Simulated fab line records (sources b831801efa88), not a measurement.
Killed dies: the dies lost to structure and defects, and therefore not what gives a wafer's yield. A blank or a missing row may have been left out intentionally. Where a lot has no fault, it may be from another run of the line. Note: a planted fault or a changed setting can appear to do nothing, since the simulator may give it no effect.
Comparing a struck lot with a sound one -- flow sky130 -- 32 steps out of a route of 708
Sound: wafers L974.2, L974.5, L974.6. Struck: wafers L968.3, L968.4, L968.5. The cause is given at the end.
Per side, at each step with rows, come the tool, then ch with its chambers, and then its first start. Under that, the readings that differ: sound wafers -- struck wafers -- difference of the means -- sigmas: that difference in standard deviations of wafers without a fault.
alike: readings whose means differ by less than 2 such deviations, and words and numbers that are the same on both sides. not compared: withheld readings, readings that some wafer has no value for, bounds like >300 that may hide the same value, and numbers for which the record gives no deviation and whose values overlap.
A row with sigmas, a row that says differs or no value, or rows on one side alone: a step with any of these is where the two part. Numbers that don't overlap but have no deviation are shown without sigmas and don't part them. A reading that every wafer of one side lacks parts them only if that side has two wafers or more.

SKY_CONTACT_ETCH_18: etches Si3N4 in CHF3/O2, stops on TiN, time 39 s, target depth 75 nm.
  sound: rieDiel-03 ch 0,1,3; struck: rieDiel-04 ch 0,1,2
  alike: biasW, chamberPressureMTorr, drypumpMotorCurrentA, oesProductAu, throttleValvePct
  not compared: rfHoursCounterH
then, 4 steps without rows for these wafers: SKY_CONTACT_STRIP_19 (strips in O2/N2); SKY_CONTACT_STRIP_20 (strips in post etch residue remover, time 1200 s); SKY_CONTACT_CLEAN_21 (cleans in IPA, time 180 s); SKY_CONTACT_CLEAN_22 (cleans in O3/DIW).
SKY_CONTACT_SPUTTER_23: material TiN, target thk 20 nm, time 80 s.
  sound on pvdSputter-01 at day 38 04:44; struck on pvdSputter-01 at day 36 21:26
  alike: throttleValvePct
then, 1 step without rows for these wafers: SKY_CONTACT_CVD_24 (deposits W, target thk 340 nm, time 102.12 s).
SKY_CONTACT_RS_MEAS_25: a four-point-probe measurement.
  sound on filmMetro-03 at day 38 04:55; struck on filmMetro-04 at day 36 21:39
  alike: CONTACT_W_RS
SKY_CONTACT_THK_MEAS_26: measures by xrf.
  sound on filmMetro-03 at day 38 05:02; struck on filmMetro-04 at day 36 21:45
  alike: CONTACT_W_THK
SKY_CONTACT_CMP_27: polishes, stops on SiO2, t overpolish 15 s, target thk 0 nm.
  sound on cmp-02 ch 0,1,2, day 38 05:14; struck on cmp-02 ch 2,3, day 36 21:50
  alike: motorCurrentA, overpolishRunS, timeToEndpointS
then, 2 steps without rows for these wafers: SKY_METAL1_SPUTTER_00 (material Ti, target thk 15 nm, time 10 s); SKY_METAL1_SPUTTER_01 (material TiN, target thk 20 nm, time 16.7 s).
SKY_METAL1_SPUTTER_02: material AlCu, target thk 250 nm, time 13.3 s.
  sound on pvdSputter-01 at day 38 05:26; struck on pvdSputter-03 at day 36 22:08
reading,sound,struck,difference,sigmas
model.AlCu_of_METAL1_SPUTTER_02.thkNm (nm),236.5 238.8 234.8,358.8 358.5 357.6,+121.6,
  alike: throttleValvePct
then, 1 step without rows for these wafers: SKY_METAL1_SPUTTER_03 (material Ti, target thk 5 nm, time 3.3 s).
SKY_METAL1_SPUTTER_04: material TiN, target thk 70 nm, time 58.3 s.
  sound on pvdSputter-01 at day 38 05:28; struck on pvdSputter-03 at day 36 22:11
  alike: throttleValvePct
SKY_METAL1_RS_MEAS_05: a four-point-probe measurement.
  sound on filmMetro-02 at day 38 05:32; struck on filmMetro-02 at day 36 22:16
reading,sound,struck,difference,sigmas
METAL1_ALCU_RS (ohm/sq),0.1345 0.1332 0.1355,0.0877 0.0877 0.0879,-0.0466,-31
SKY_METAL1_THK_MEAS_06: measures by xrf.
  sound on filmMetro-02 at day 38 05:39; struck on filmMetro-02 at day 36 22:22
reading,sound,struck,difference,sigmas
METAL1_ALCU_THK (nm),233.5 235.0 232.6,353.0 353.6 353.5,+119.7,+41
then, 8 steps without rows for these wafers: SKY_METAL1_DEHYDRATE_07 (time 60 s); SKY_METAL1_HMDS_08 (prime time 60 s); SKY_METAL1_COAT_09 (resist thk 60 nm); SKY_METAL1_COAT_10 (resist thk 450 nm); SKY_METAL1_SOFTBAKE_11 (time 90 s); SKY_METAL1_EXPOSE_12 (exposes mask MM1, target cd 140 nm); SKY_METAL1_PEB_13; SKY_METAL1_DEVELOP_14 (develop time 60 s).
SKY_METAL1_CD_MEAS_15 targets a cd of 140 nm.
  sound on cdSem-02 at day 39 06:29; struck on cdSem-02 at day 38 00:31
  alike: cdNm
SKY_METAL1_OVL_MEAS_16:
  sound on overlay-02 at day 39 06:35; struck on overlay-01 at day 38 00:37
  alike: METAL1_OVL
then, 1 step without rows for these wafers: SKY_METAL1_DESCUM_17 (chemistry O2, time 8 s).
SKY_METAL1_ETCH_18: etches BARC in N2/H2, stops on SiO2, time 45.9 s, target depth 60 nm.
  sound on rieMetal-03 ch 1, day 39 06:43; struck on rieMetal-03 ch 0, day 38 00:45
  alike: biasW, chamberPressureMTorr, drypumpMotorCurrentA, oesProductAu, throttleValvePct
  not compared: rfHoursCounterH
SKY_METAL1_METAL_ETCH_19: etches the open film in Cl2/BCl3, stops on SiO2, target depth 360 nm, time 78 s.
  sound on rieMetal-03 ch 1, day 39 06:50; struck on rieMetal-03 ch 0, day 38 00:53
reading,sound,struck,difference,sigmas
oesProductAu (a.u.),0.869 0.871 0.864,0.957 0.958 0.952,+0.088,+8
  alike: bcl3FlowSccm, biasW, chamberPressureMTorr, drypumpMotorCurrentA, throttleValvePct
  not compared: rfHoursCounterH
then, 1 step without rows for these wafers: SKY_METAL1_STRIP_20 (strips in O2/N2).
-- the record jumps here: 12 days lie between the struck wafers' starts before and after (it left off in module METAL1 and takes up again in module PAD_OPEN, whose first step shown is number 708 of the route) --
SKY_PAD_OPEN_PROBE_99:
  sound on prober-01 at day 50 14:13; struck on prober-01 at day 49 17:19
reading,sound,struck,difference,sigmas
model.etest.met1Comb.leakLog10AUm,-12.12 -11.95 -11.91,-11.51 -11.84 -11.38,+0.42,
model.etest.met1.lineOhmUm,0.9888 0.9543 0.9815,0.6205 0.6366 0.6307,-0.3456,
model.etest.met1.rsOhmSq,0.1367 0.1346 0.137,0.08754 0.08825 0.08918,-0.04778,

## WHERE THEY PART
Earliest at SKY_METAL1_RS_MEAS_05; latest, in this record, at SKY_METAL1_METAL_ETCH_19.

WHY: what the simulator had put in
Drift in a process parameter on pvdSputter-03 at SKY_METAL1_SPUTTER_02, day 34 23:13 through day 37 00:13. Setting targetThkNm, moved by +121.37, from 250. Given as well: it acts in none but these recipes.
